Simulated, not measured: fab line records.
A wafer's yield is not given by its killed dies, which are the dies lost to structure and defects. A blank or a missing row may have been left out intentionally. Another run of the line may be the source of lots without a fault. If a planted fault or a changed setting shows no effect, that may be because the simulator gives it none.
Which tool did it? + flow sky130 + 18 wafers sampled from 6 lots at 1 step of a route of 708

== WHAT THE GAUGES READ, wafer by wafer ==
SKY_LDD_N_TW_MEAS_17.
| lot  | measured     | on            | LDD_N_TW       |
|------|--------------|---------------|----------------|
| L361 | day 18 22:54 | film_metro-03 | 2569 2554 2544 |
| L363 | day 20 06:59 | film_metro-01 | 2554 2573 2570 |
| L367 | day 21 16:26 | film_metro-02 | 2591 2571 2581 |
| L370 | day 22 14:14 | film_metro-03 | 2600 2587 2583 |
| L379 | day 25 15:40 | film_metro-03 | 2597 2612 2598 |
| L380 | day 26 03:42 | film_metro-03 | 2598 2587 2596 |

== EACH LOT AND THE TOOL THAT RAN IT (in order: tool; ch and the chambers of the sampled wafers; start) ==
Record: no process step prior to these readings.

== THE ANSWER, worked out from the rows above alone ==
Rule: the usual values come from the lots themselves. The widest of any qualifying gaps counts: lots, ordered by their means at a reading, are off when they make up no more than a third of the lots, leave a main group of 4 or more, and stand apart from it by 3 or more times the standard deviation of that group's means. The tables above print the reading to a certain number of digits; a main group whose means all agree to those digits is not used. A lot without any number at a reading at which 4 lots or more have one is off too. Any other lot the step has rows for is counted as sound.
Across all readings shown, no lot is off: no conclusion can be drawn from this.

== WHAT THE SIMULATOR HAD PUT IN ==
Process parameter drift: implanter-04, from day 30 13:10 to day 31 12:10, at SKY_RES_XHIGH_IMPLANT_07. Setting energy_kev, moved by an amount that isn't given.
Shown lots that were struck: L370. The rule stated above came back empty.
